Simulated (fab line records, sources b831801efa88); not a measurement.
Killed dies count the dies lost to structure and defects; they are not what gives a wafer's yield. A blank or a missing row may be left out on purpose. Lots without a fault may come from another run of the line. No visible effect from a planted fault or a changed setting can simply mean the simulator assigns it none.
fab line records	flow sky130
[record] lots = 11	wafers = 33	lastDay = 50
route steps=708 shown CONTACT@409 PAD_OPEN@708
lots untouched by any fault: they come from a run of this same line in which no faults occurred
startH: hours from the record's opening day to when the first of the lot's shown wafers began	waitH: time in hours since the lot's previous step	" unchanged from the row above	L1.1+2: a single row standing in for several wafers	- either no value or no given start	* or withheld: withheld	< > ~ a bound
route shown NAME@n: NAME is a module with steps in the file, n the number in the route of the first one	usual: mean/standard deviation taken from wafers without a fault	same: alike in all rows	chamber/n: place in a boat	sites: the reading at each site	_std_site: standard deviation across them	_edge_site: mean of outer sites minus mean of inner sites	radiusMm: how far each site lies from the wafer's centre	mask NAME#n: copy n	behind: the last tool/chamber to shape the wafer	hold: what put the lot on hold/how long, in hours/how the hold closed	device: which transistor (n, p or np) failed to switch	end of line: tests of these same wafers at the route's end	where a step has no rows: the recipe by itself	killed: the dies lost at the first sort to structure and to defects; this is not the yield of the wafer	map: the dies of a wafer, with x for killed, . for not killed, _ for no die there
set.NAME: the setting the step ran with; set.NAME@STEP: the setting that earlier step ran with	model.NAME: the simulator's own value behind a step, which no gauge read
a sample of lots followed through the steps of the route, with each step as a table and each wafer as a row
services: from which hour (startH, from the record's first day; less than 0 if before it) a tool's chamber was out of use, for how many hours, and why
[[steps]]
[step SKY_CONTACT_THK_MEAS_03]
[recipe] reads = SiO2_of_CONTACT_HDPCVD_02
[usual] CONTACT_HDPCVD_THK = 566/7
lot.wafer	tool	chamber	startH	waitH	CONTACT_HDPCVD_THK[nm]
L488.1	filmMetro-01	-	714.02	0.0	567
L488.3	"	-	"	"	563
L488.6	"	-	"	"	578
L489.1	filmMetro-01	-	730.85	0.0	560
L489.5	"	-	"	"	565
L489.6	"	-	"	"	575
L490.2	filmMetro-03	-	731.71	0.0	567
L490.3	"	-	"	"	568
L490.4	"	-	"	"	564
L491.2	filmMetro-03	-	748.21	0.0	548
L491.3	"	-	"	"	551
L491.5	"	-	"	"	550
L492.2	filmMetro-03	-	761.45	0.0	561
L492.4	"	-	"	"	572
L492.5	"	-	"	"	561
L500.3	filmMetro-03	-	819.72	0.1	558
L500.4	"	-	"	"	564
L500.6	"	-	"	"	562
L501.1	filmMetro-03	-	836.74	0.0	564
L501.3	"	-	"	"	575
L501.5	"	-	"	"	579
L503.3	filmMetro-02	-	844.86	0.1	559
L503.5	"	-	"	"	572
L503.6	"	-	"	"	563
L504.2	filmMetro-02	-	848.73	0.0	572
L504.3	"	-	"	"	560
L504.6	"	-	"	"	560
L506.1	filmMetro-01	-	869.47	0.0	572
L506.3	"	-	"	"	568
L506.4	"	-	"	"	566
L509.1	filmMetro-02	-	892.22	0.0	556
L509.2	"	-	"	"	566
L509.3	"	-	"	"	559
[step SKY_CONTACT_ETCH_16]
[recipe] chemistry = N2/H2	target = BARC	ionEnergyEv = 200	sourceW = 500	biasW = 100	pressureMtorr = 30	n2FlowSccm = 100	h2FlowSccm = 200	stopOn = SiO2	timeS = 45.9	targetDepthA = 600
[usual] biasW = 99.96/0.3	chamberPressureMTorr = 30.001/0.026	drypumpMotorCurrentA = 5.8/0.44	oesProductAu = 0.855/0.0047	throttleValvePct = 13.224/0.0092
lot.wafer	tool	chamber	startH	waitH	biasW	chamberPressureMTorr	drypumpMotorCurrentA	oesProductAu	rfHoursCounterH	throttleValvePct
L488.1	rieDiel-04	3	741.25	0.0	100.20	30.009	5.6	0.854	1	13.232
L488.3	"	1	"	"	100.01	30.040	5.4	0.860	8	13.222
L488.6	"	0	"	"	99.94	30.051	6.3	0.850	-	13.223
L489.1	rieDiel-02	2	758.75	0.0	99.95	29.981	5.2	0.851	8	13.215
L489.5	"	1	"	"	99.64	29.974	5.4	0.855	-	13.209
L489.6	"	2	"	"	100.36	29.966	5.2	0.852	-	13.229
L490.2	rieDiel-03	1	759.65	0.0	99.89	29.999	5.5	0.841	23	13.227
L490.3	"	0	"	"	99.94	29.972	5.9	0.853	3	13.226
L490.4	"	2	"	"	100.29	29.989	6.3	0.860	15	13.230
L491.2	rieDiel-02	0	775.95	0.0	99.95	29.992	6.0	0.847	0	13.217
L491.3	"	1	"	"	100.54	29.995	5.4	0.850	12	13.218
L491.5	"	3	"	"	99.91	29.977	5.7	0.854	-	13.215
L492.2	rieDiel-04	2	789.10	0.0	99.49	30.008	5.9	0.850	17	13.229
L492.4	"	0	"	"	100.10	30.013	6.4	0.860	4	13.224
L492.5	"	0	"	"	99.99	30.037	6.4	0.857	-	13.220
L500.3	rieDiel-02	1	846.50	0.0	100.09	29.974	5.4	0.854	15	13.237
L500.4	"	3	"	"	100.30	29.986	5.6	0.847	11	13.215
L500.6	"	2	"	"	100.17	30.028	5.2	0.859	-	13.226
L501.1	rieDiel-02	0	863.30	0.0	100.17	29.993	6.0	0.865	4	13.231
L501.3	"	3	"	"	100.21	29.984	5.6	0.860	11	13.221
L501.5	"	2	"	"	99.66	29.986	5.2	0.849	-	13.230
L503.3	rieDiel-04	0	871.95	0.0	99.66	30.047	6.3	0.855	7	13.213
L503.5	"	1	"	"	100.63	30.006	5.4	0.862	-	13.227
L503.6	"	0	"	"	100.03	30.036	6.3	0.857	-	13.231
L504.2	rieDiel-03	0	875.45	0.0	100.16	30.024	5.9	0.859	7	13.223
L504.3	"	2	"	"	99.79	30.008	6.4	0.845	19	13.226
L504.6	"	2	"	"	99.83	30.025	6.3	0.856	-	13.215
L506.1	rieDiel-04	3	895.35	0.0	100.22	30.040	5.6	0.856	5	13.224
L506.3	"	2	"	"	100.04	29.944	5.9	0.859	20	13.228
L506.4	"	3	"	"	100.66	30.079	5.7	0.846	-	13.220
L509.1	rieDiel-04	0	918.20	0.0	99.80	30.021	6.3	0.861	9	13.210
L509.2	"	1	"	"	100.06	30.067	5.4	0.855	13	13.218
L509.3	"	3	"	"	99.78	30.002	5.6	0.856	6	13.220
[step SKY_CONTACT_ETCH_18]
[recipe] target = Si3N4	chemistry = CHF3/O2	stopOn = TiN	sourceW = 600	biasW = 200	pressureMtorr = 40	chf3FlowSccm = 50	O2_flow_sccm = 5	timeS = 39	targetDepthA = 750
[usual] O2_flow_sccm = 5.000/0.014	biasW = 200.1/0.63	drypumpMotorCurrentA = 5.8/0.44	oesProductAu = 0.851/0.0095	throttleValvePct = 8.793/0.0097
lot.wafer	tool	chamber	startH	waitH	O2_flow_sccm	biasW	drypumpMotorCurrentA	oesProductAu	rfHoursCounterH	throttleValvePct
L488.1	rieDiel-04	3	741	-	4.984	199.5	5.7	0.844	1	8.797
L488.3	"	1	"	"	5.016	199.6	5.4	0.850	8	8.776
L488.6	"	0	"	"	5.010	199.7	6.3	0.861	-	8.788
L489.1	rieDiel-02	2	758	-	4.981	200.3	5.2	0.853	8	8.796
L489.5	"	1	"	"	5.004	200.7	5.4	0.864	-	8.797
L489.6	"	2	"	"	4.980	200.0	5.2	0.859	-	8.793
L490.2	rieDiel-03	1	759	-	-	-	-	-	-	-
L490.3	"	0	"	"	-	-	-	-	-	-
L490.4	"	2	"	"	-	-	-	-	-	-
L491.2	rieDiel-02	0	776	-	-	-	-	-	-	-
L491.3	"	1	"	"	-	-	-	-	-	-
L491.5	"	3	"	"	-	-	-	-	-	-
L492.2	rieDiel-04	2	789	-	-	-	-	-	-	-
L492.4	"	0	"	"	-	-	-	-	-	-
L492.5	"	0	"	"	-	-	-	-	-	-
L500.3	rieDiel-02	1	846	-	5.001	200.7	5.4	0.870	15	8.795
L500.4	"	3	"	"	4.992	200.1	5.6	0.862	11	8.788
L500.6	"	2	"	"	5.020	200.3	5.1	0.854	-	8.786
L501.1	rieDiel-02	0	863	-	4.985	200.6	6.0	0.853	4	8.791
L501.3	"	3	"	"	4.988	200.1	5.6	0.841	11	8.791
L501.5	"	2	"	"	5.027	200.8	5.2	0.863	-	8.787
L503.3	rieDiel-04	0	872	-	5.018	201.4	6.3	0.849	7	8.796
L503.5	"	1	"	"	4.999	199.9	5.4	0.843	-	8.811
L503.6	"	0	"	"	5.010	200.4	6.3	0.841	-	8.812
L504.2	rieDiel-03	0	875	-	4.998	200.0	5.9	0.855	7	8.793
L504.3	"	2	"	"	5.000	199.1	6.3	0.845	19	8.799
L504.6	"	2	"	"	4.994	200.0	6.3	0.848	-	8.803
L506.1	rieDiel-04	3	895	-	4.989	199.7	5.6	0.859	5	8.784
L506.3	"	2	"	"	5.005	199.8	5.9	0.850	20	8.781
L506.4	"	3	"	"	4.990	200.1	5.6	0.850	-	8.783
L509.1	rieDiel-04	0	918	-	5.003	200.2	6.3	0.842	9	8.796
L509.2	"	1	"	"	4.993	199.6	5.4	0.857	13	8.808
L509.3	"	3	"	"	4.997	199.4	5.6	0.844	6	8.800
[step SKY_CONTACT_STRIP_19]
[recipe] chemistry = O2/N2	powerW = 1400	pressureMtorr = 1500	platenTempC = withheld	o2FlowSccm = 3000	n2FlowSccm = 300	overashFraction = 0.5
[usual] drypumpMotorCurrentA = 6.0/0.39	oesProductAu = 0.380/0.0051	stripTimeToEndpointS = 3.60/0.042
[same] overashFraction = 0.5
lot.wafer	tool	chamber	startH	waitH	drypumpMotorCurrentA	oesProductAu	rfHoursCounterH	stripTimeToEndpointS
L488.1	plasmaAsher-01	1	741.38	-	5.9	0.377	65	3.56
L488.3	"	1	"	"	5.9	0.382	-	3.63
L488.6	"	1	"	"	5.9	0.378	-	3.64
L489.1	plasmaAsher-02	0	758.88	-	6.1	0.385	33	3.61
L489.5	"	1	"	"	5.7	0.383	-	3.55
L489.6	"	0	"	"	6.1	0.385	-	3.63
L490.2	plasmaAsher-02	0	759.78	-	6.1	0.425	33	4.49
L490.3	"	0	"	"	6.1	0.416	-	4.49
L490.4	"	1	"	"	5.6	0.413	-	4.54
L491.2	plasmaAsher-02	1	776.09	-	5.7	0.413	35	4.49
L491.3	"	0	"	"	6.0	0.430	-	4.47
L491.5	"	1	"	"	5.6	0.412	-	4.49
L492.2	plasmaAsher-02	0	789.24	-	6.1	0.417	36	4.48
L492.4	"	0	"	"	6.1	0.414	-	4.52
L492.5	"	0	"	"	6.0	0.426	-	4.53
L500.3	plasmaAsher-02	0	846.67	-	6.1	0.366	-	3.55
L500.4	"	1	"	"	5.6	0.388	-	3.59
L500.6	"	1	"	"	5.6	0.377	-	3.63
L501.1	plasmaAsher-01	1	863.43	-	5.9	0.378	76	3.59
L501.3	"	1	"	"	5.9	0.378	-	3.64
L501.5	"	0	"	"	6.7	0.382	-	3.64
L503.3	plasmaAsher-02	0	872.12	-	6.1	0.378	-	3.73
L503.5	"	0	"	"	6.1	0.378	-	3.63
L503.6	"	1	"	"	5.6	0.386	-	3.69
L504.2	plasmaAsher-01	0	875.58	-	6.7	0.377	78	3.57
L504.3	"	1	"	"	5.9	0.381	-	3.65
L504.6	"	1	"	"	5.9	0.387	-	3.65
L506.1	plasmaAsher-03	1	895.48	-	6.1	0.373	15	3.56
L506.3	"	1	"	"	6.1	0.385	-	3.57
L506.4	"	0	"	"	5.5	0.373	-	3.54
L509.1	plasmaAsher-01	0	918.33	-	6.7	0.379	82	3.67
L509.2	"	1	"	"	5.9	0.384	82	3.65
L509.3	"	0	"	"	6.7	0.379	-	3.54
[step SKY_CONTACT_CMP_27]
[recipe] stopOn = SiO2	tOverpolishS = 15	downForcePsi = 3.5	platenRpm = 60	targetThkNm = 0	padVelocityMS = 0.94248
[usual] motorCurrentA = 10.5/0.83
lot.wafer	tool	chamber	startH	waitH	motorCurrentA
L488.3	cmp-01	3	742.38	0.1	10.4
L488.1	"	1	"	"	9.0
L488.6	"	3	"	"	10.6
L489.1	cmp-02	0	759.98	0.2	9.7
L489.6	"	1	"	"	11.3
L489.5	"	2	"	"	10.7
L490.4	cmp-01	2	760.73	0.0	11.5
L490.3	"	0	"	"	9.8
L490.2	"	1	"	"	8.8
L491.3	cmp-01	3	777.09	0.1	10.5
L491.2	"	1	"	"	8.6
L491.5	"	3	"	"	10.2
L492.4	cmp-01	0	790.24	0.1	10.1
L492.2	"	1	"	"	8.7
L492.5	"	0	"	"	9.8
L500.4	cmp-02	0	847.69	0.0	10.0
L500.3	"	3	"	"	11.3
L500.6	"	1	"	"	11.0
L501.3	cmp-02	3	864.38	0.0	11.3
L501.1	"	2	"	"	10.8
L501.5	"	0	"	"	9.8
L503.3	cmp-02	2	873.08	0.1	11.1
L503.6	"	1	"	"	10.5
L503.5	"	2	"	"	11.2
L504.2	cmp-01	1	876.58	0.1	8.8
L504.3	"	2	"	"	11.3
L504.6	"	0	"	"	10.8
L506.3	cmp-01	0	896.43	0.0	10.2
L506.1	"	2	"	"	11.9
L506.4	"	3	"	"	10.8
L509.3	cmp-01	2	919.31	0.0	11.2
L509.1	"	0	"	"	10.0
L509.2	"	1	"	"	8.9
[step SKY_PAD_OPEN_PROBE_99]
[usual] killed_at_M0_to_M3 = 44/7.2	killed_at_M4_up = 3.1/1.8	killedAtContacts = 25/5.2	killedAtFrontEnd = 15/3.9	killedAtOther = 0.2/0.5	killedDies = 86/9.5	killedOnRim = 17/3.5	killedOpen = 47/7.3	killedShort = 40/6
[same] grossDies = 492	killedAtBackSide = 0
lot.wafer	tool	chamber	startH	waitH	killed_at_M0_to_M3	killed_at_M4_up	killedAtContacts	killedAtFrontEnd	killedAtOther	killedDies	killedOnRim	killedOpen	killedShort
L490.2	prober-02	-	1095.63	0.1	41	3	426	21	1	492	96	45	51
L490.3	prober-02	-	1095.68	0.2	52	3	423	14	0	492	96	56	48
L490.4	prober-02	-	1095.73	0.2	60	1	415	16	0	492	96	60	48
L491.2	prober-01	-	1105.41	0.1	37	2	439	14	0	492	96	43	35
L491.3	prober-01	-	1105.46	0.2	50	2	422	18	0	492	96	57	50
L491.5	prober-01	-	1105.56	0.2	40	0	439	12	1	492	96	41	37
L492.2	prober-02	-	1118.82	0.1	43	3	431	14	1	492	96	58	33
L492.4	prober-02	-	1118.92	0.2	59	6	410	17	0	492	96	54	48
L492.5	prober-02	-	1118.97	0.2	47	4	429	11	1	492	96	50	38
L503.3	prober-02	-	1175.82	0.2	49	3	22	12	0	86	15	56	30
L503.5	prober-02	-	1175.92	0.2	33	4	28	14	0	79	17	45	34
L503.6	prober-02	-	1175.97	0.2	57	1	22	13	0	93	20	51	42
// killed by level:class
L490.2 CONTACT:areaEtch=396 CONTACT:geometricParticle:open=10 METAL2:geometricParticle:short=9 VIA1:geometricParticle:open=8 VIA1:geometricParticle:short=8 LOCAL_INTERCONNECT:geometricParticle:short=7 LI_CONTACT:geometricParticle:open=7 POLY_GATE:geometricParticle:short=6
L490.3 CONTACT:areaEtch=388 VIA1:geometricParticle:open=15 VIA1:geometricParticle:short=11 CONTACT:geometricParticle:open=10 LI_CONTACT:geometricParticle:open=10 FIELD_ISO:geometricParticle:short=6 CONTACT:geometricParticle:short=6 METAL1:geometricParticle:short=6
L490.4 CONTACT:areaEtch=384 LI_CONTACT:geometricParticle:open=12 CONTACT:geometricParticle:open=8 VIA1:geometricParticle:open=8 METAL2:geometricParticle:short=8 VIA3:geometricParticle:short=7 VIA2:geometricParticle:open=7 VIA3:geometricParticle:open=7
L491.2 CONTACT:areaEtch=414 VIA1:geometricParticle:open=13 LI_CONTACT:geometricParticle:open=8 CONTACT:geometricParticle:open=7 CONTACT:geometricParticle:short=7 FIELD_ISO:geometricParticle:short=6 VIA3:geometricParticle:open=5 METAL1:geometricParticle:short=4
L491.3 CONTACT:areaEtch=385 CONTACT:geometricParticle:open=15 VIA1:geometricParticle:open=14 VIA1:geometricParticle:short=8 VIA2:geometricParticle:open=8 LOCAL_INTERCONNECT:geometricParticle:short=7 METAL2:geometricParticle:short=7 POLY_GATE:geometricParticle:short=6
L491.5 CONTACT:areaEtch=414 CONTACT:geometricParticle:open=11 VIA1:geometricParticle:open=8 LI_CONTACT:geometricParticle:open=7 FIELD_ISO:geometricParticle:open=5 FIELD_ISO:geometricParticle:short=5 VIA3:geometricParticle:open=5 VIA3:geometricParticle:short=5
L492.2 CONTACT:areaEtch=401 CONTACT:geometricParticle:open=13 VIA1:geometricParticle:open=10 VIA2:geometricParticle:open=9 LI_CONTACT:geometricParticle:open=8 METAL1:geometricParticle:short=6 CONTACT:geometricParticle:short=5 VIA3:geometricParticle:open=5
L492.4 CONTACT:areaEtch=390 VIA1:geometricParticle:open=15 VIA2:geometricParticle:open=11 METAL2:geometricParticle:short=7 FIELD_ISO:geometricParticle:open=6 CONTACT:geometricParticle:short=6 VIA1:geometricParticle:short=6 CONTACT:geometricParticle:open=5
L492.5 CONTACT:areaEtch=404 VIA1:geometricParticle:open=10 CONTACT:geometricParticle:open=9 VIA3:geometricParticle:open=8 CONTACT:geometricParticle:short=7 VIA1:geometricParticle:short=6 METAL2:geometricParticle:short=6 VIA2:geometricParticle:open=6
L503.3 VIA3:geometricParticle:open=13 VIA1:geometricParticle:open=10 VIA2:geometricParticle:open=9 CONTACT:geometricParticle:open=8 LI_CONTACT:geometricParticle:open=7 FIELD_ISO:geometricParticle:open=3 LI_CONTACT:geometricParticle:short=3 METAL1:geometricParticle:short=3
L503.5 CONTACT:geometricParticle:open=13 CONTACT:geometricParticle:short=8 VIA3:geometricParticle:open=6 VIA1:geometricParticle:open=5 VIA2:geometricParticle:open=5 VIA2:geometricParticle:short=5 FIELD_ISO:geometricParticle:short=4 POLY_GATE:geometricParticle:open=4
L503.6 VIA1:geometricParticle:open=11 VIA2:geometricParticle:open=10 VIA1:geometricParticle:short=9 METAL1:geometricParticle:short=8 CONTACT:geometricParticle:open=7 METAL2:geometricParticle:short=7 LI_CONTACT:geometricParticle:open=6 FIELD_ISO:geometricParticle:open=5
[[services]]
tool	chamber	startH	hours	kind
plasmaAsher-01	-	722.43	4.6	repair
cmp-02	-	728.25	11.5	repair
plasmaAsher-03	-	733.75	9.0	pm
cmp-01	-	740.62	1.4	repair
cmp-02	-	744.28	4.0	pm
rieDiel-02	0	745.87	-	clean
rieDiel-02	0	745.87	16.0	scheduledDown
rieDiel-02	0	745.87	16.0	ventCycle
cmp-01	-	782.77	6.5	pm
rieDiel-02	3	790.03	23.9	repair
rieDiel-02	-	815.98	0.4	repair
cmp-02	-	825.01	0.3	repair
plasmaAsher-01	-	825.82	2.8	pm
cmp-01	-	828.08	0.4	repair
cmp-01	-	840.32	3.9	repair
cmp-02	-	858.69	2.2	repair
rieDiel-04	2	863.49	8.6	repair
plasmaAsher-02	-	872.94	14.6	pm
rieDiel-04	0	882.02	5.0	repair
rieDiel-02	0	885.32	19.8	repair
rieDiel-04	1	886.93	14.7	repair
rieDiel-03	1	890.19	7.6	repair
rieDiel-03	2	898.96	46.7	repair
cmp-02	-	908.55	2.2	repair
[[key]]
[firstSign] step = SKY_CONTACT_ETCH_18	reading = toolRecord	direction = missing
[effect] step = SKY_CONTACT_STRIP_19	reading = stripTimeToEndpointS	direction = up	sigmas = 21	usual = *	struck = *
[effect] step = SKY_PAD_OPEN_PROBE_99	reading = killedAtContacts	direction = up	sigmas = 77	usual = 25	struck = 426
[moreKillsBornAt] SKY_CONTACT_ETCH_18@rieDiel-02 = 1213	SKY_CONTACT_ETCH_18@rieDiel-04 = 1195	SKY_CONTACT_ETCH_18@rieDiel-03 = 1168
metAt SKY_CONTACT_ETCH_18
struckLots L490,L491,L492
laterRowsLeftOut L490.2,L490.3,L490.4,L491.2,L491.3,L491.5,L492.2,L492.4,L492.5
testerLeftOut L490,L491,L492
notActingAt SKY_CONTACT_THK_MEAS_03,SKY_CONTACT_ETCH_16,SKY_CONTACT_CMP_27
[fault] kind = skippedStepWhole	tool = rieDiel-02,rieDiel-03,rieDiel-04	chamber = -	onsetH = 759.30	steps = SKY_CONTACT_ETCH_18	scope = struckLotsOnly
// testerLeftOut: of these lots the tester's yield and bins aren't shown, on N5 and GAA mostly nor the transistor test; their killed dies are dies lost to structure and defects alone, not to doping, threshold or leakage, so they don't give the yield
// laterRowsLeftOut: the simulator's readings of these wafers behind a module that went badly wrong aren't trusted and aren't shown, but for the sort
